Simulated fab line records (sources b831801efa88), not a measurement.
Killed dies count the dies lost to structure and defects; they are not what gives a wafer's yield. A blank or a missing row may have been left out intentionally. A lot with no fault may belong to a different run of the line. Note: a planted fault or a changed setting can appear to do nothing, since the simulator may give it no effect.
fab line records / flow sky130
[record] lots = 14 wafers = 42 last-day = 50
route steps=708 shown GATE_OXIDE@188 PAD_OPEN@708
lots that met no fault: from a run of the same line without faults
start-h: hours from the record's first day to the start of the lot's first wafer shown / wait-h: hours since the lot's step before / " identical to the entry in the row above / L1.1+2: a row that stands for several wafers / - value missing, or start not given / * or withheld: withheld / < > ~ a bound
route shown NAME@n: names a module that has steps shown in the file, with the first one's number in the route / usual: mean/standard deviation of fault-free wafers / same: alike in all rows / chamber/n: place in a boat / sites: each site's reading / _std_site: standard deviation across them / _edge_site: the outer-site mean with the inner-site mean subtracted / radius-mm: for every site, how far away it sits from the centre of the wafer / mask NAME#n: copy n / behind: the most recent tool/chamber to have shaped the wafer / hold: the reason the lot was held/the length of the hold in hours/how it ended / device: names the non-switching transistor (n, p or np) / end of line: tests run on the same wafers once the route is complete / for a step that has no rows: nothing shown but its recipe / killed: dies lost to structure and defects at the first sort, not the wafer's yield / map: per-die view of a wafer (x killed, . not killed, _ where there is no die)
set.NAME: setting as actually run; set.NAME@STEP: the setting as run at that earlier step / model.NAME: the simulator's own value behind a step, which no gauge read
steps of the route over a sample of lots; a table a step, a row a wafer
services: from which hour (start-h, from the record's first day; less than 0 if before it) a tool's chamber was out of use, for how many hours, and why
[[steps]]
[step SKY_GATE_OXIDE_OXIDATION_01]
[recipe] temp-c = 900 ambient = O2 stabilise-s = 600 purge-s = 300 target-thk-a = 102.68 ox-time-s = 1473
[usual] zone-power-upper-pct = 18.4/2
lot.wafer=L464.1 tool=furnace-02 chamber=0 start-h=285.16 wait-h=0.0 zone-power-upper-pct=20.6
lot.wafer=L464.3 tool=furnace-02 chamber=0 start-h=285.16 wait-h=0.0 zone-power-upper-pct=20.4
lot.wafer=L464.6 tool=furnace-02 chamber=0 start-h=285.16 wait-h=0.0 zone-power-upper-pct=20.3
lot.wafer=L466.1 tool=furnace-02 chamber=0 start-h=298.70 wait-h=0.3 zone-power-upper-pct=20.3
lot.wafer=L466.2 tool=furnace-02 chamber=0 start-h=298.70 wait-h=0.3 zone-power-upper-pct=19.9
lot.wafer=L466.3 tool=furnace-02 chamber=0 start-h=298.70 wait-h=0.3 zone-power-upper-pct=20.2
lot.wafer=L467.2 tool=furnace-02 chamber=0 start-h=306.43 wait-h=0.6 zone-power-upper-pct=20.4
lot.wafer=L467.3 tool=furnace-02 chamber=0 start-h=306.43 wait-h=0.6 zone-power-upper-pct=20.5
lot.wafer=L467.6 tool=furnace-02 chamber=0 start-h=306.43 wait-h=0.6 zone-power-upper-pct=20.2
lot.wafer=L468.3 tool=furnace-01 chamber=0 start-h=312.67 wait-h=1.6 zone-power-upper-pct=16.6
lot.wafer=L468.4 tool=furnace-01 chamber=0 start-h=312.67 wait-h=1.6 zone-power-upper-pct=16.6
lot.wafer=L468.6 tool=furnace-01 chamber=0 start-h=312.67 wait-h=1.6 zone-power-upper-pct=16.3
lot.wafer=L469.1 tool=furnace-02 chamber=0 start-h=321.55 wait-h=0.8 zone-power-upper-pct=20.6
lot.wafer=L469.2 tool=furnace-02 chamber=0 start-h=321.55 wait-h=0.8 zone-power-upper-pct=20.4
lot.wafer=L469.4 tool=furnace-02 chamber=0 start-h=321.55 wait-h=0.8 zone-power-upper-pct=20.1
lot.wafer=L471.3 tool=furnace-01 chamber=0 start-h=343.36 wait-h=1.6 zone-power-upper-pct=16.4
lot.wafer=L471.5 tool=furnace-01 chamber=0 start-h=343.36 wait-h=1.6 zone-power-upper-pct=16.6
lot.wafer=L471.6 tool=furnace-01 chamber=0 start-h=343.36 wait-h=1.6 zone-power-upper-pct=16.3
lot.wafer=L473.3 tool=furnace-02 chamber=0 start-h=358.98 wait-h=2.7 zone-power-upper-pct=19.9
lot.wafer=L473.4 tool=furnace-02 chamber=0 start-h=358.98 wait-h=2.7 zone-power-upper-pct=20.4
lot.wafer=L473.6 tool=furnace-02 chamber=0 start-h=358.98 wait-h=2.7 zone-power-upper-pct=20.3
lot.wafer=L477.3 tool=furnace-01 chamber=0 start-h=384.11 wait-h=1.8 zone-power-upper-pct=16.3
lot.wafer=L477.5 tool=furnace-01 chamber=0 start-h=384.11 wait-h=1.8 zone-power-upper-pct=16.3
lot.wafer=L477.6 tool=furnace-01 chamber=0 start-h=384.11 wait-h=1.8 zone-power-upper-pct=16.3
lot.wafer=L480.1 tool=furnace-02 chamber=0 start-h=419.51 wait-h=2.9 zone-power-upper-pct=20.4
lot.wafer=L480.4 tool=furnace-02 chamber=0 start-h=419.51 wait-h=2.9 zone-power-upper-pct=20.4
lot.wafer=L480.6 tool=furnace-02 chamber=0 start-h=419.51 wait-h=2.9 zone-power-upper-pct=20.5
lot.wafer=L481.1 tool=furnace-02 chamber=0 start-h=419.51 wait-h=3.2 zone-power-upper-pct=20.4
lot.wafer=L481.5 tool=furnace-02 chamber=0 start-h=419.51 wait-h=3.2 zone-power-upper-pct=20.4
lot.wafer=L481.6 tool=furnace-02 chamber=0 start-h=419.51 wait-h=3.2 zone-power-upper-pct=20.5
lot.wafer=L482.4 tool=furnace-01 chamber=0 start-h=424.90 wait-h=0.3 zone-power-upper-pct=16.5
lot.wafer=L482.5 tool=furnace-01 chamber=0 start-h=424.90 wait-h=0.3 zone-power-upper-pct=16.3
lot.wafer=L482.6 tool=furnace-01 chamber=0 start-h=424.90 wait-h=0.3 zone-power-upper-pct=16.5
lot.wafer=L483.1 tool=furnace-02 chamber=0 start-h=433.74 wait-h=0.7 zone-power-upper-pct=20.4
lot.wafer=L483.2 tool=furnace-02 chamber=0 start-h=433.74 wait-h=0.7 zone-power-upper-pct=20.5
lot.wafer=L483.6 tool=furnace-02 chamber=0 start-h=433.74 wait-h=0.7 zone-power-upper-pct=20.6
lot.wafer=L484.1 tool=furnace-01 chamber=0 start-h=443.01 wait-h=0.0 zone-power-upper-pct=16.6
lot.wafer=L484.2 tool=furnace-01 chamber=0 start-h=443.01 wait-h=0.0 zone-power-upper-pct=16.4
lot.wafer=L484.5 tool=furnace-01 chamber=0 start-h=443.01 wait-h=0.0 zone-power-upper-pct=16.6
lot.wafer=L487.1 tool=furnace-02 chamber=0 start-h=472.15 wait-h=0.0 zone-power-upper-pct=20.8
lot.wafer=L487.2 tool=furnace-02 chamber=0 start-h=472.15 wait-h=0.0 zone-power-upper-pct=20.2
lot.wafer=L487.3 tool=furnace-02 chamber=0 start-h=472.15 wait-h=0.0 zone-power-upper-pct=20.3
[step SKY_GATE_OXIDE_THK_MEAS_02]
[recipe] reads = SiO2_of_GATE_OXIDE_OXIDATION_01
[usual] GATE_OXIDE_OXIDATION_00_THK = 10.25/0.18
lot.wafer=L464.1 tool=film-metro-04 chamber=- start-h=286.57 wait-h=0.0 GATE_OXIDE_OXIDATION_00_THK[nm]=10.52
lot.wafer=L464.3 tool=film-metro-04 chamber=- start-h=286.57 wait-h=0.0 GATE_OXIDE_OXIDATION_00_THK[nm]=10.68
lot.wafer=L464.6 tool=film-metro-04 chamber=- start-h=286.57 wait-h=0.0 GATE_OXIDE_OXIDATION_00_THK[nm]=10.56
lot.wafer=L466.1 tool=film-metro-01 chamber=- start-h=300.11 wait-h=0.0 GATE_OXIDE_OXIDATION_00_THK[nm]=10.44
lot.wafer=L466.2 tool=film-metro-01 chamber=- start-h=300.11 wait-h=0.0 GATE_OXIDE_OXIDATION_00_THK[nm]=10.42
lot.wafer=L466.3 tool=film-metro-01 chamber=- start-h=300.11 wait-h=0.0 GATE_OXIDE_OXIDATION_00_THK[nm]=10.38
lot.wafer=L467.2 tool=film-metro-04 chamber=- start-h=307.85 wait-h=0.0 GATE_OXIDE_OXIDATION_00_THK[nm]=10.62
lot.wafer=L467.3 tool=film-metro-04 chamber=- start-h=307.85 wait-h=0.0 GATE_OXIDE_OXIDATION_00_THK[nm]=10.44
lot.wafer=L467.6 tool=film-metro-04 chamber=- start-h=307.85 wait-h=0.0 GATE_OXIDE_OXIDATION_00_THK[nm]=10.48
lot.wafer=L468.3 tool=film-metro-01 chamber=- start-h=314.10 wait-h=0.0 GATE_OXIDE_OXIDATION_00_THK[nm]=10.19
lot.wafer=L468.4 tool=film-metro-01 chamber=- start-h=314.10 wait-h=0.0 GATE_OXIDE_OXIDATION_00_THK[nm]=10.11
lot.wafer=L468.6 tool=film-metro-01 chamber=- start-h=314.10 wait-h=0.0 GATE_OXIDE_OXIDATION_00_THK[nm]=10.17
lot.wafer=L469.1 tool=film-metro-04 chamber=- start-h=322.96 wait-h=0.0 GATE_OXIDE_OXIDATION_00_THK[nm]=10.28
lot.wafer=L469.2 tool=film-metro-04 chamber=- start-h=322.96 wait-h=0.0 GATE_OXIDE_OXIDATION_00_THK[nm]=10.34
lot.wafer=L469.4 tool=film-metro-04 chamber=- start-h=322.96 wait-h=0.0 GATE_OXIDE_OXIDATION_00_THK[nm]=10.23
lot.wafer=L471.3 tool=film-metro-02 chamber=- start-h=344.79 wait-h=0.0 GATE_OXIDE_OXIDATION_00_THK[nm]=10.31
lot.wafer=L471.5 tool=film-metro-02 chamber=- start-h=344.79 wait-h=0.0 GATE_OXIDE_OXIDATION_00_THK[nm]=10.34
lot.wafer=L471.6 tool=film-metro-02 chamber=- start-h=344.79 wait-h=0.0 GATE_OXIDE_OXIDATION_00_THK[nm]=10.33
lot.wafer=L473.3 tool=film-metro-01 chamber=- start-h=360.41 wait-h=0.0 GATE_OXIDE_OXIDATION_00_THK[nm]=10.09
lot.wafer=L473.4 tool=film-metro-01 chamber=- start-h=360.41 wait-h=0.0 GATE_OXIDE_OXIDATION_00_THK[nm]=10.16
lot.wafer=L473.6 tool=film-metro-01 chamber=- start-h=360.41 wait-h=0.0 GATE_OXIDE_OXIDATION_00_THK[nm]=10.12
lot.wafer=L477.3 tool=film-metro-04 chamber=- start-h=385.54 wait-h=0.0 GATE_OXIDE_OXIDATION_00_THK[nm]=10.26
lot.wafer=L477.5 tool=film-metro-04 chamber=- start-h=385.54 wait-h=0.0 GATE_OXIDE_OXIDATION_00_THK[nm]=10.24
lot.wafer=L477.6 tool=film-metro-04 chamber=- start-h=385.54 wait-h=0.0 GATE_OXIDE_OXIDATION_00_THK[nm]=10.02
lot.wafer=L480.1 tool=film-metro-01 chamber=- start-h=420.92 wait-h=0.0 GATE_OXIDE_OXIDATION_00_THK[nm]=10.53
lot.wafer=L480.4 tool=film-metro-01 chamber=- start-h=420.92 wait-h=0.0 GATE_OXIDE_OXIDATION_00_THK[nm]=10.48
lot.wafer=L480.6 tool=film-metro-01 chamber=- start-h=420.92 wait-h=0.0 GATE_OXIDE_OXIDATION_00_THK[nm]=10.29
lot.wafer=L481.1 tool=film-metro-04 chamber=- start-h=420.92 wait-h=0.0 GATE_OXIDE_OXIDATION_00_THK[nm]=10.09
lot.wafer=L481.5 tool=film-metro-04 chamber=- start-h=420.92 wait-h=0.0 GATE_OXIDE_OXIDATION_00_THK[nm]=10.05
lot.wafer=L481.6 tool=film-metro-04 chamber=- start-h=420.92 wait-h=0.0 GATE_OXIDE_OXIDATION_00_THK[nm]=10.13
lot.wafer=L482.4 tool=film-metro-04 chamber=- start-h=426.34 wait-h=0.0 GATE_OXIDE_OXIDATION_00_THK[nm]=12.66
lot.wafer=L482.5 tool=film-metro-04 chamber=- start-h=426.34 wait-h=0.0 GATE_OXIDE_OXIDATION_00_THK[nm]=12.84
lot.wafer=L482.6 tool=film-metro-04 chamber=- start-h=426.34 wait-h=0.0 GATE_OXIDE_OXIDATION_00_THK[nm]=12.68
lot.wafer=L483.1 tool=film-metro-01 chamber=- start-h=435.15 wait-h=0.0 GATE_OXIDE_OXIDATION_00_THK[nm]=9.97
lot.wafer=L483.2 tool=film-metro-01 chamber=- start-h=435.15 wait-h=0.0 GATE_OXIDE_OXIDATION_00_THK[nm]=10.09
lot.wafer=L483.6 tool=film-metro-01 chamber=- start-h=435.15 wait-h=0.0 GATE_OXIDE_OXIDATION_00_THK[nm]=10.12
lot.wafer=L484.1 tool=film-metro-04 chamber=- start-h=444.42 wait-h=0.0 GATE_OXIDE_OXIDATION_00_THK[nm]=12.47
lot.wafer=L484.2 tool=film-metro-04 chamber=- start-h=444.42 wait-h=0.0 GATE_OXIDE_OXIDATION_00_THK[nm]=12.45
lot.wafer=L484.5 tool=film-metro-04 chamber=- start-h=444.42 wait-h=0.0 GATE_OXIDE_OXIDATION_00_THK[nm]=12.53
lot.wafer=L487.1 tool=film-metro-01 chamber=- start-h=473.56 wait-h=0.0 GATE_OXIDE_OXIDATION_00_THK[nm]=10.36
lot.wafer=L487.2 tool=film-metro-01 chamber=- start-h=473.56 wait-h=0.0 GATE_OXIDE_OXIDATION_00_THK[nm]=10.15
lot.wafer=L487.3 tool=film-metro-01 chamber=- start-h=473.56 wait-h=0.0 GATE_OXIDE_OXIDATION_00_THK[nm]=10.46
[step SKY_PAD_OPEN_PROBE_99]
[usual] killed_at_M0_to_M3 = 43/7.7 killed_at_M4_up = 2.9/1.7 killed-at-contacts = 24/5.5 killed-at-front-end = 15/4 killed-at-other = 0.4/0.66 killed-dies = 86/9.4 killed-on-rim = 17/3.5 killed-open = 47/6.7 killed-short = 38/6.2
[same] gross-dies = 492 killed-at-back-side = 0
lot.wafer=L464.1 tool=prober-02 chamber=- start-h=1074.31 wait-h=0.1 killed_at_M0_to_M3=46 killed_at_M4_up=1 killed-at-contacts=16 killed-at-front-end=20 killed-at-other=1 killed-dies=84 killed-on-rim=17 killed-open=39 killed-short=44
lot.wafer=L464.3 tool=prober-02 chamber=- start-h=1074.41 wait-h=0.2 killed_at_M0_to_M3=53 killed_at_M4_up=2 killed-at-contacts=16 killed-at-front-end=19 killed-at-other=1 killed-dies=91 killed-on-rim=18 killed-open=50 killed-short=41
lot.wafer=L464.6 tool=prober-02 chamber=- start-h=1074.56 wait-h=0.2 killed_at_M0_to_M3=47 killed_at_M4_up=4 killed-at-contacts=16 killed-at-front-end=19 killed-at-other=1 killed-dies=87 killed-on-rim=19 killed-open=48 killed-short=35
lot.wafer=L467.2 tool=prober-01 chamber=- start-h=1094.50 wait-h=0.1 killed_at_M0_to_M3=47 killed_at_M4_up=1 killed-at-contacts=14 killed-at-front-end=21 killed-at-other=0 killed-dies=83 killed-on-rim=18 killed-open=50 killed-short=33
lot.wafer=L467.3 tool=prober-01 chamber=- start-h=1094.55 wait-h=0.2 killed_at_M0_to_M3=38 killed_at_M4_up=4 killed-at-contacts=24 killed-at-front-end=15 killed-at-other=0 killed-dies=81 killed-on-rim=20 killed-open=38 killed-short=43
lot.wafer=L467.6 tool=prober-01 chamber=- start-h=1094.70 wait-h=0.2 killed_at_M0_to_M3=38 killed_at_M4_up=5 killed-at-contacts=24 killed-at-front-end=12 killed-at-other=0 killed-dies=79 killed-on-rim=15 killed-open=45 killed-short=34
lot.wafer=L468.3 tool=prober-02 chamber=- start-h=1096.25 wait-h=0.2 killed_at_M0_to_M3=38 killed_at_M4_up=2 killed-at-contacts=28 killed-at-front-end=23 killed-at-other=0 killed-dies=91 killed-on-rim=16 killed-open=45 killed-short=46
lot.wafer=L468.4 tool=prober-02 chamber=- start-h=1096.30 wait-h=0.2 killed_at_M0_to_M3=48 killed_at_M4_up=3 killed-at-contacts=21 killed-at-front-end=18 killed-at-other=0 killed-dies=90 killed-on-rim=17 killed-open=45 killed-short=44
lot.wafer=L468.6 tool=prober-02 chamber=- start-h=1096.40 wait-h=0.2 killed_at_M0_to_M3=27 killed_at_M4_up=3 killed-at-contacts=32 killed-at-front-end=14 killed-at-other=1 killed-dies=77 killed-on-rim=20 killed-open=34 killed-short=43
lot.wafer=L471.3 tool=prober-01 chamber=- start-h=1130.55 wait-h=0.2 killed_at_M0_to_M3=38 killed_at_M4_up=2 killed-at-contacts=33 killed-at-front-end=14 killed-at-other=2 killed-dies=89 killed-on-rim=20 killed-open=49 killed-short=38
lot.wafer=L471.5 tool=prober-01 chamber=- start-h=1130.65 wait-h=0.2 killed_at_M0_to_M3=45 killed_at_M4_up=2 killed-at-contacts=25 killed-at-front-end=14 killed-at-other=1 killed-dies=87 killed-on-rim=17 killed-open=38 killed-short=44
lot.wafer=L471.6 tool=prober-01 chamber=- start-h=1130.70 wait-h=0.2 killed_at_M0_to_M3=42 killed_at_M4_up=2 killed-at-contacts=19 killed-at-front-end=15 killed-at-other=2 killed-dies=80 killed-on-rim=11 killed-open=41 killed-short=37
lot.wafer=L477.3 tool=prober-01 chamber=- start-h=1150.52 wait-h=0.2 killed_at_M0_to_M3=42 killed_at_M4_up=3 killed-at-contacts=27 killed-at-front-end=11 killed-at-other=0 killed-dies=83 killed-on-rim=15 killed-open=44 killed-short=39
lot.wafer=L477.5 tool=prober-01 chamber=- start-h=1150.62 wait-h=0.2 killed_at_M0_to_M3=46 killed_at_M4_up=1 killed-at-contacts=23 killed-at-front-end=13 killed-at-other=2 killed-dies=85 killed-on-rim=19 killed-open=54 killed-short=31
lot.wafer=L477.6 tool=prober-01 chamber=- start-h=1150.67 wait-h=0.2 killed_at_M0_to_M3=56 killed_at_M4_up=8 killed-at-contacts=21 killed-at-front-end=9 killed-at-other=1 killed-dies=95 killed-on-rim=13 killed-open=48 killed-short=47
lot.wafer=L482.4 tool=prober-02 chamber=- start-h=1172.60 wait-h=0.2 killed_at_M0_to_M3=40 killed_at_M4_up=3 killed-at-contacts=27 killed-at-front-end=14 killed-at-other=1 killed-dies=85 killed-on-rim=14 killed-open=41 killed-short=43
lot.wafer=L482.5 tool=prober-02 chamber=- start-h=1172.65 wait-h=0.2 killed_at_M0_to_M3=48 killed_at_M4_up=2 killed-at-contacts=23 killed-at-front-end=6 killed-at-other=1 killed-dies=80 killed-on-rim=16 killed-open=53 killed-short=26
lot.wafer=L482.6 tool=prober-02 chamber=- start-h=1172.70 wait-h=0.2 killed_at_M0_to_M3=47 killed_at_M4_up=1 killed-at-contacts=31 killed-at-front-end=13 killed-at-other=1 killed-dies=93 killed-on-rim=25 killed-open=52 killed-short=41
lot.wafer=L484.1 tool=prober-02 chamber=- start-h=1183.67 wait-h=0.1 killed_at_M0_to_M3=33 killed_at_M4_up=3 killed-at-contacts=20 killed-at-front-end=20 killed-at-other=0 killed-dies=76 killed-on-rim=12 killed-open=43 killed-short=32
lot.wafer=L484.2 tool=prober-02 chamber=- start-h=1183.72 wait-h=0.1 killed_at_M0_to_M3=43 killed_at_M4_up=4 killed-at-contacts=18 killed-at-front-end=11 killed-at-other=0 killed-dies=76 killed-on-rim=9 killed-open=38 killed-short=36
lot.wafer=L484.5 tool=prober-02 chamber=- start-h=1183.87 wait-h=0.2 killed_at_M0_to_M3=42 killed_at_M4_up=1 killed-at-contacts=27 killed-at-front-end=17 killed-at-other=1 killed-dies=88 killed-on-rim=11 killed-open=45 killed-short=43
lot.wafer=L487.1 tool=prober-01 chamber=- start-h=1200.26 wait-h=0.1 killed_at_M0_to_M3=36 killed_at_M4_up=1 killed-at-contacts=21 killed-at-front-end=15 killed-at-other=0 killed-dies=73 killed-on-rim=17 killed-open=41 killed-short=32
lot.wafer=L487.2 tool=prober-01 chamber=- start-h=1200.31 wait-h=0.1 killed_at_M0_to_M3=49 killed_at_M4_up=3 killed-at-contacts=25 killed-at-front-end=13 killed-at-other=0 killed-dies=90 killed-on-rim=15 killed-open=53 killed-short=37
lot.wafer=L487.3 tool=prober-01 chamber=- start-h=1200.36 wait-h=0.2 killed_at_M0_to_M3=40 killed_at_M4_up=3 killed-at-contacts=24 killed-at-front-end=14 killed-at-other=0 killed-dies=81 killed-on-rim=18 killed-open=46 killed-short=35
// killed by level:class
L464.1 VIA1:geometric-particle:open=10 VIA1:geometric-particle:short=8 VIA2:geometric-particle:open=8 METAL1:geometric-particle:short=7 LOCAL_INTERCONNECT:geometric-particle:short=5 POLY_GATE:geometric-particle:open=4 POLY_GATE:geometric-particle:short=4 CONTACT:geometric-particle:open=4
L464.3 VIA1:geometric-particle:open=14 VIA1:geometric-particle:short=8 METAL3:geometric-particle:short=8 FIELD_ISO:geometric-particle:open=6 VIA2:geometric-particle:open=6 VIA3:geometric-particle:open=5 LI_CONTACT:geometric-particle:open=5 CONTACT:geometric-particle:open=5
L464.6 VIA1:geometric-particle:open=12 VIA2:geometric-particle:open=7 CONTACT:geometric-particle:open=7 VIA3:geometric-particle:open=6 SPACER:geometric-particle:open=5 LI_CONTACT:geometric-particle:open=5 METAL1:geometric-particle:short=5 METAL2:geometric-particle:short=4
L467.2 VIA3:geometric-particle:open=9 VIA1:geometric-particle:open=8 METAL2:geometric-particle:short=7 FIELD_ISO:geometric-particle:short=6 FIELD_ISO:geometric-particle:open=6 LI_CONTACT:geometric-particle:open=6 CONTACT:geometric-particle:open=5 METAL1:geometric-particle:open=5
L467.3 CONTACT:geometric-particle:open=9 VIA1:geometric-particle:open=8 LOCAL_INTERCONNECT:geometric-particle:short=7 FIELD_ISO:geometric-particle:open=6 FIELD_ISO:geometric-particle:short=6 VIA3:geometric-particle:open=6 METAL1:geometric-particle:short=5 METAL2:geometric-particle:short=5
L467.6 LI_CONTACT:geometric-particle:open=10 VIA2:geometric-particle:open=8 VIA3:geometric-particle:open=7 CONTACT:geometric-particle:open=6 VIA3:geometric-particle:short=5 VIA1:geometric-particle:open=5 FIELD_ISO:geometric-particle:short=4 CONTACT:geometric-particle:short=4
L468.3 FIELD_ISO:geometric-particle:open=10 METAL2:geometric-particle:short=8 LI_CONTACT:geometric-particle:short=8 LI_CONTACT:geometric-particle:open=7 FIELD_ISO:geometric-particle:short=6 CONTACT:geometric-particle:open=6 LOCAL_INTERCONNECT:geometric-particle:short=5 VIA3:geometric-particle:short=5
L468.4 VIA1:geometric-particle:open=10 VIA2:geometric-particle:open=8 CONTACT:geometric-particle:open=7 VIA1:geometric-particle:short=6 FIELD_ISO:geometric-particle:open=5 LI_CONTACT:geometric-particle:open=5 METAL1:geometric-particle:short=5 METAL2:geometric-particle:short=5
L468.6 LOCAL_INTERCONNECT:geometric-particle:short=10 CONTACT:geometric-particle:open=9 VIA3:geometric-particle:open=9 FIELD_ISO:geometric-particle:short=7 LI_CONTACT:geometric-particle:open=5 CONTACT:geometric-particle:short=4 METAL2:geometric-particle:short=4 FIELD_ISO:geometric-particle:open=3
L471.3 CONTACT:geometric-particle:open=13 CONTACT:geometric-particle:short=9 VIA3:geometric-particle:open=9 METAL2:geometric-particle:short=7 LI_CONTACT:geometric-particle:open=6 VIA2:geometric-particle:open=6 METAL1:geometric-particle:short=5 VIA1:geometric-particle:open=4
L471.5 CONTACT:geometric-particle:open=8 VIA1:geometric-particle:open=8 VIA3:geometric-particle:open=7 METAL2:geometric-particle:short=6 CONTACT:geometric-particle:short=5 METAL1:geometric-particle:short=5 VIA1:geometric-particle:short=5 FIELD_ISO:geometric-particle:open=4
L471.6 CONTACT:geometric-particle:open=9 VIA1:geometric-particle:open=8 VIA1:geometric-particle:short=6 METAL2:geometric-particle:short=6 FIELD_ISO:geometric-particle:short=5 VIA2:geometric-particle:open=5 VIA3:geometric-particle:open=5 VIA3:geometric-particle:short=4
L477.3 CONTACT:geometric-particle:open=15 VIA3:geometric-particle:open=8 METAL2:geometric-particle:short=7 VIA1:geometric-particle:open=6 LI_CONTACT:geometric-particle:open=5 CONTACT:geometric-particle:short=5 FIELD_ISO:geometric-particle:short=4 METAL1:geometric-particle:short=4
L477.5 VIA3:geometric-particle:open=11 VIA1:geometric-particle:open=10 LI_CONTACT:geometric-particle:open=9 CONTACT:geometric-particle:open=8 VIA1:geometric-particle:short=8 VIA2:geometric-particle:open=7 FIELD_ISO:geometric-particle:short=3 POLY_GATE:geometric-particle:short=3
L477.6 VIA1:geometric-particle:open=11 VIA1:geometric-particle:short=9 LI_CONTACT:geometric-particle:open=8 METAL2:geometric-particle:short=7 CONTACT:geometric-particle:open=7 VIA3:geometric-particle:open=7 METAL4:geometric-particle:short=6 VIA2:geometric-particle:open=5
L482.4 CONTACT:geometric-particle:open=9 VIA1:geometric-particle:short=8 VIA1:geometric-particle:open=6 LI_CONTACT:geometric-particle:open=5 LOCAL_INTERCONNECT:geometric-particle:short=5 VIA3:geometric-particle:open=5 VIA2:geometric-particle:open=5 FIELD_ISO:geometric-particle:short=4
L482.5 VIA1:geometric-particle:open=17 CONTACT:geometric-particle:open=12 VIA3:geometric-particle:open=8 FIELD_ISO:geometric-particle:short=5 LI_CONTACT:geometric-particle:open=4 VIA1:geometric-particle:short=4 VIA2:geometric-particle:open=4 LOCAL_INTERCONNECT:geometric-particle:short=3
L482.6 VIA1:geometric-particle:open=13 CONTACT:geometric-particle:open=9 LI_CONTACT:geometric-particle:open=9 VIA1:geometric-particle:short=7 FIELD_ISO:geometric-particle:open=6 LOCAL_INTERCONNECT:geometric-particle:short=6 METAL1:geometric-particle:short=6 VIA3:geometric-particle:open=5
L484.1 CONTACT:geometric-particle:open=11 FIELD_ISO:geometric-particle:short=7 VIA3:geometric-particle:open=6 VIA1:geometric-particle:open=6 POLY_GATE:geometric-particle:open=4 VIA2:geometric-particle:open=4 FIELD_ISO:geometric-particle:open=3 POLY_GATE:geometric-particle:short=3
L484.2 VIA1:geometric-particle:open=16 CONTACT:geometric-particle:open=8 METAL1:geometric-particle:short=5 VIA1:geometric-particle:short=5 FIELD_ISO:geometric-particle:short=4 METAL2:geometric-particle:short=4 POLY_GATE:geometric-particle:short=3 LI_CONTACT:geometric-particle:short=3
L484.5 VIA1:geometric-particle:open=10 VIA2:geometric-particle:open=8 CONTACT:geometric-particle:short=7 VIA1:geometric-particle:short=7 CONTACT:geometric-particle:open=6 LI_CONTACT:geometric-particle:short=6 LI_CONTACT:geometric-particle:open=6 VIA3:geometric-particle:open=6
L487.1 VIA1:geometric-particle:open=8 CONTACT:geometric-particle:open=7 METAL1:geometric-particle:short=6 VIA2:geometric-particle:open=6 LI_CONTACT:geometric-particle:open=5 FIELD_ISO:geometric-particle:open=4 FIELD_ISO:geometric-particle:short=4 VIA3:geometric-particle:open=4
L487.2 VIA1:geometric-particle:open=12 CONTACT:geometric-particle:open=9 VIA3:geometric-particle:open=9 CONTACT:geometric-particle:short=7 LI_CONTACT:geometric-particle:open=6 METAL1:geometric-particle:short=5 METAL2:geometric-particle:short=5 VIA2:geometric-particle:short=5
L487.3 LI_CONTACT:geometric-particle:open=12 VIA3:geometric-particle:open=9 VIA2:geometric-particle:open=8 CONTACT:geometric-particle:short=5 VIA1:geometric-particle:open=5 FIELD_ISO:geometric-particle:short=4 CONTACT:geometric-particle:open=4 VIA3:geometric-particle:short=4
[[services]]
tool=furnace-02 chamber=- start-h=323.59 hours=4.8 kind=repair
tool=furnace-01 chamber=- start-h=350.37 hours=3.7 kind=pm
tool=furnace-02 chamber=- start-h=378.15 hours=4.3 kind=pm
tool=furnace-01 chamber=- start-h=411.96 hours=7.2 kind=pm
tool=furnace-02 chamber=- start-h=464.46 hours=4.5 kind=repair
[[key]]
[first-sign] step = SKY_GATE_OXIDE_THK_MEAS_02 reading = GATE_OXIDE_OXIDATION_00_THK direction = up sigmas = 13 usual = 10.25 struck = 12.60
effect none on later readings
met-at SKY_GATE_OXIDE_OXIDATION_01
struck-lots L482,L484
tester-left-out L482,L484
onset-between 384.11 424.90
[fault] kind = process-parameter-drift tool = furnace-01 chamber = - onset-h = 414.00 steps = SKY_GATE_OXIDE_OXIDATION_01 channel = ox-time-s offset = * shape = step end-h = 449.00 acts-in = * stated = *
// tester-left-out: of these lots the tester's yield and bins aren't shown, on N5 and GAA mostly nor the transistor test; their killed dies are dies lost to structure and defects alone, not to doping, threshold or leakage, so they don't give the yield
